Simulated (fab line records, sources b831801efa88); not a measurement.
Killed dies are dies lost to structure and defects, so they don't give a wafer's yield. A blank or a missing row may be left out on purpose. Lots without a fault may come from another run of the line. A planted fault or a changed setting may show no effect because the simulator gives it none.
Which tool did it? | flow gf180mcu | 12 lots, 36 wafers sampled, at 6 steps of a route of 602

WHAT THE GAUGES READ, wafer by wafer
GF_HV_LDD_THK_MEAS_57. Usual: HV_LDD_CVD_56_THK 89.8 nm, standard deviation 0.91.
lot  | measured     | on            | HV_LDD_CVD_56_THK (nm) | flag
L889 | day 12 08:52 | film_metro-03 | 90.6 89.9 90.5         |
L891 | day 13 01:27 | film_metro-04 | 89.5 89.2 89.3         |
L894 | day 13 22:56 | film_metro-02 | 90.8 90.3 91.0         |
L896 | day 15 01:13 | film_metro-03 | 89.5 89.0 88.5         |
L897 | day 15 06:59 | film_metro-02 | 57.7 56.6 56.4         | OFF
L898 | day 15 14:49 | film_metro-03 | 56.8 58.1 57.2         | OFF
L905 | day 18 09:30 | film_metro-02 | 91.0 91.1 91.0         |
L906 | day 18 13:35 | film_metro-04 | 90.4 90.1 90.3         |
L907 | day 18 20:24 | film_metro-04 | 89.4 89.3 89.8         |
L908 | day 19 04:38 | film_metro-03 | 88.4 88.1 88.4         |
L910 | day 19 16:19 | film_metro-03 | 90.4 89.8 90.0         |
L911 | day 20 06:37 | film_metro-03 | 91.1 91.6 90.1         |

GF_M3_CD_MEAS_14: target cd 280 nm. Usual: cd_nm 280.0 nm, standard deviation 1.5.
lot  | measured     | on        | cd_nm (nm)        | flag
L889 | day 21 00:14 | cd_sem-01 | 278.2 278.0 279.1 |
L891 | day 21 20:52 | cd_sem-01 | 279.1 279.4 280.4 |
L894 | day 22 22:26 | cd_sem-01 | 279.1 280.3 278.1 |
L896 | day 24 03:02 | cd_sem-01 | 280.4 280.4 280.2 |
L897 | day 24 08:56 | cd_sem-02 | 279.2 279.7 281.0 |
L898 | day 24 17:28 | cd_sem-02 | 280.2 280.6 279.7 |
L905 | day 27 06:26 | cd_sem-01 | 282.3 282.2 281.5 |
L906 | day 27 09:04 | cd_sem-01 | 275.7 276.9 277.0 |
L907 | day 27 15:43 | cd_sem-01 | 281.6 281.3 283.1 |
L908 | day 27 23:50 | cd_sem-02 | 281.8 281.5 281.4 |
L910 | day 28 09:34 | cd_sem-01 | 278.2 278.2 279.8 |
L911 | day 28 21:56 | cd_sem-02 | 281.4 281.3 281.8 |

GF_V4_THK_MEAS_03. Usual: V4_CVD_02_THK 849 nm, standard deviation 12.
lot  | measured     | on            | V4_CVD_02_THK (nm) | flag
L889 | day 23 03:34 | film_metro-02 | 832 863 853        |
L891 | day 23 22:49 | film_metro-03 | 846 832 865        |
L894 | day 24 23:06 | film_metro-03 | 835 844 847        |
L896 | day 26 02:21 | film_metro-03 | 848 854 865        |
L897 | day 26 07:52 | film_metro-04 | 844 840 852        |
L898 | day 26 15:59 | film_metro-04 | 840 855 859        |
L905 | day 29 01:33 | film_metro-04 | 849 843 858        |
L906 | day 29 03:47 | film_metro-03 | 831 844 841        |
L907 | day 29 11:02 | film_metro-04 | 845 839 848        |
L908 | day 29 17:48 | film_metro-04 | 843 857 859        |
L910 | day 30 03:33 | film_metro-04 | 838 841 849        |
L911 | day 30 14:35 | film_metro-03 | 837 846 853        |

GF_V4_CD_MEAS_14: target cd 260 nm. Usual: cd_nm 259.9 nm, standard deviation 1.
lot  | measured     | on        | cd_nm (nm)        | flag
L889 | day 24 02:27 | cd_sem-01 | 261.0 261.0 261.5 |
L891 | day 24 20:53 | cd_sem-01 | 260.2 260.4 260.9 |
L894 | day 25 20:59 | cd_sem-01 | 260.0 259.8 259.5 |
L896 | day 26 23:17 | cd_sem-01 | 261.3 261.8 261.6 |
L897 | day 27 04:43 | cd_sem-01 | 260.1 261.4 262.4 |
L898 | day 27 13:15 | cd_sem-01 | 258.3 259.1 258.5 |
L905 | day 29 20:02 | cd_sem-02 | 259.8 260.5 258.5 |
L906 | day 29 23:17 | cd_sem-02 | 261.9 261.4 261.1 |
L907 | day 30 05:42 | cd_sem-01 | 260.2 260.8 259.6 |
L908 | day 30 12:25 | cd_sem-02 | 260.8 260.6 260.3 |
L910 | day 30 21:54 | cd_sem-02 | 258.2 259.9 260.0 |
L911 | day 31 08:19 | cd_sem-02 | 260.0 259.9 260.2 |

WHICH TOOL RAN EACH LOT (tool, then ch and the chambers of the sampled wafers, then the start)
lot  | GF_HV_LDD_CVD_56            | GF_HV_LDD_ETCHBACK_58
L889 | lpcvd-02 ch 1, day 12 07:26 | rie_diel-04 ch 0,2,3, day 12 08:55
L891 | lpcvd-01 ch 0, day 12 23:18 | rie_diel-04 ch 2,3, day 13 01:31
L894 | lpcvd-02 ch 0, day 13 21:31 | rie_diel-03 ch 0,2,3, day 13 23:00
L896 | lpcvd-01 ch 0, day 14 23:47 | rie_diel-04 ch 0,2, day 15 01:16
L897 | lpcvd-02 ch 0, day 15 05:34 | rie_diel-04 ch 1,2, day 15 07:03
L898 | lpcvd-02 ch 0, day 15 13:23 | rie_diel-01 ch 0,3, day 15 14:52
L905 | lpcvd-01 ch 0, day 18 08:04 | rie_diel-04 ch 0,1,2, day 18 09:34
L906 | lpcvd-01 ch 0, day 18 12:09 | rie_diel-04 ch 1,2,3, day 18 13:38
L907 | lpcvd-02 ch 0, day 18 18:58 | rie_diel-04 ch 0,1,2, day 18 20:27
L908 | lpcvd-02 ch 0, day 19 03:11 | rie_diel-04 ch 0,1, day 19 04:40
L910 | lpcvd-01 ch 0, day 19 14:53 | rie_diel-01 ch 2,3, day 19 16:22
L911 | lpcvd-01 ch 1, day 20 04:27 | rie_diel-01 ch 1,2,3, day 20 06:40
- GF_HV_LDD_CVD_56: deposits Si3N4 from DCS/NH3, target thk 90 nm, time 1543 s.
- GF_HV_LDD_ETCHBACK_58: etches Si3N4 in CH3F/O2, stops on SiO2, time 100 s, target depth 90 nm.

WHAT THE TOOLS THEMSELVES READ (means of the sampled wafers that have a number; where no wafer has one, the mark that the record gives instead)
GF_HV_LDD_CVD_56. Usual: spike_tc_bottom_C 790.5 C, standard deviation 1.5; spike_tc_centre_C 770.6 C, standard deviation 1; spike_tc_lower_C 770.0 C, standard deviation 1.1; spike_tc_top_C 783.3 C, standard deviation 1.8; spike_tc_upper_C 769.9 C, standard deviation 1.4; susceptor_temp_C 770.0 C, standard deviation 0.34; zone_power_bottom_pct 20.5 %, standard deviation 0.96.
lot  | tool     | spike_tc_bottom_C (C) | spike_tc_centre_C (C) | spike_tc_lower_C (C) | spike_tc_top_C (C) | spike_tc_upper_C (C) | susceptor_temp_C (C) | zone_power_bottom_pct (%) | flag
L889 | lpcvd-02 | 788.1                 | 771.0                 | 769.6                | 783.2              | 769.0                | 770.3                | 18.0                      |
L891 | lpcvd-01 | 792.5                 | 769.9                 | 770.8                | 780.7              | 770.6                | 769.9                | 21.1                      |
L894 | lpcvd-02 | 789.6                 | 771.5                 | 770.1                | 784.8              | 768.4                | 770.5                | 20.9                      |
L896 | lpcvd-01 | 791.9                 | 770.1                 | 770.2                | 780.9              | 770.6                | 770.1                | 21.3                      |
L897 | lpcvd-02 | 768.3                 | 749.0                 | 747.9                | 762.6              | 746.7                | 747.7                | 19.7                      | OFF
L898 | lpcvd-02 | 768.8                 | 749.5                 | 747.2                | 763.0              | 745.8                | 747.9                | 19.8                      | OFF
L905 | lpcvd-01 | 790.8                 | 770.8                 | 769.2                | 782.3              | 770.6                | 769.6                | 21.0                      |
L906 | lpcvd-01 | 792.2                 | 770.3                 | 769.8                | 781.6              | 771.4                | 770.2                | 21.4                      |
L907 | lpcvd-02 | 790.9                 | 772.4                 | 769.8                | 785.0              | 769.4                | 769.6                | 20.9                      |
L908 | lpcvd-02 | 790.0                 | 770.4                 | 769.5                | 784.1              | 768.7                | 769.5                | 20.8                      |
L910 | lpcvd-01 | 791.5                 | 771.1                 | 769.9                | 781.7              | 770.3                | 770.1                | 21.3                      |
L911 | lpcvd-01 | 788.0                 | 770.3                 | 770.5                | 785.4              | 770.2                | 770.3                | 19.8                      |

GF_HV_LDD_ETCHBACK_58. Usual: drypump_motor_current_A 5.7 A, standard deviation 0.54; oes_product_au 0.843 a.u., standard deviation 0.0069; throttle_valve_pct 10.560 %, standard deviation 0.0087.
lot  | tool        | drypump_motor_current_A (A) | oes_product_au (a.u.) | throttle_valve_pct (%) | flag
L889 | rie_diel-04 | 5.7                         | 0.845                 | 10.549                 |
L891 | rie_diel-04 | 5.8                         | 0.840                 | 10.552                 |
L894 | rie_diel-03 | 5.3                         | 0.845                 | 10.553                 |
L896 | rie_diel-04 | 6.0                         | 0.834                 | 10.566                 |
L897 | rie_diel-04 | 6.2                         | 0.674                 | 10.536                 | OFF
L898 | rie_diel-01 | 5.1                         | 0.676                 | 10.532                 | OFF
L905 | rie_diel-04 | 6.0                         | 0.850                 | 10.566                 |
L906 | rie_diel-04 | 5.7                         | 0.840                 | 10.567                 |
L907 | rie_diel-04 | 6.0                         | 0.840                 | 10.565                 |
L908 | rie_diel-04 | 5.9                         | 0.838                 | 10.558                 |
L910 | rie_diel-01 | 5.6                         | 0.841                 | 10.562                 |
L911 | rie_diel-01 | 5.9                         | 0.848                 | 10.555                 |

THE ANSWER, worked out from the rows above alone
Rule: a lot is off if the mean of its wafers that have a number lies more than 3 standard deviations from the usual mean. A lot without any number at a reading at which 4 lots or more have one is off too. The other lots that the step has rows for count as sound. The gauges are gone through in route order, then the tools' own readings, and for those a lot's mean is taken as printed above. The first step at which some lot is off is used, and at that step the reading that is off furthest; a lot without a number counts as furthest.
Off: L897, L898, at GF_HV_LDD_THK_MEAS_57 (HV_LDD_CVD_56_THK).
A tool fits if, at a process step before that reading, it ran every lot that is off, and no sound lot after the first of them. The gauges at GF_HV_LDD_THK_MEAS_57 aren't tried: what is off there is off at GF_HV_LDD_CVD_56 too, on other tools, and a gauge's error can't cause that. None of those tried fits.

WHAT THE SIMULATOR HAD PUT IN
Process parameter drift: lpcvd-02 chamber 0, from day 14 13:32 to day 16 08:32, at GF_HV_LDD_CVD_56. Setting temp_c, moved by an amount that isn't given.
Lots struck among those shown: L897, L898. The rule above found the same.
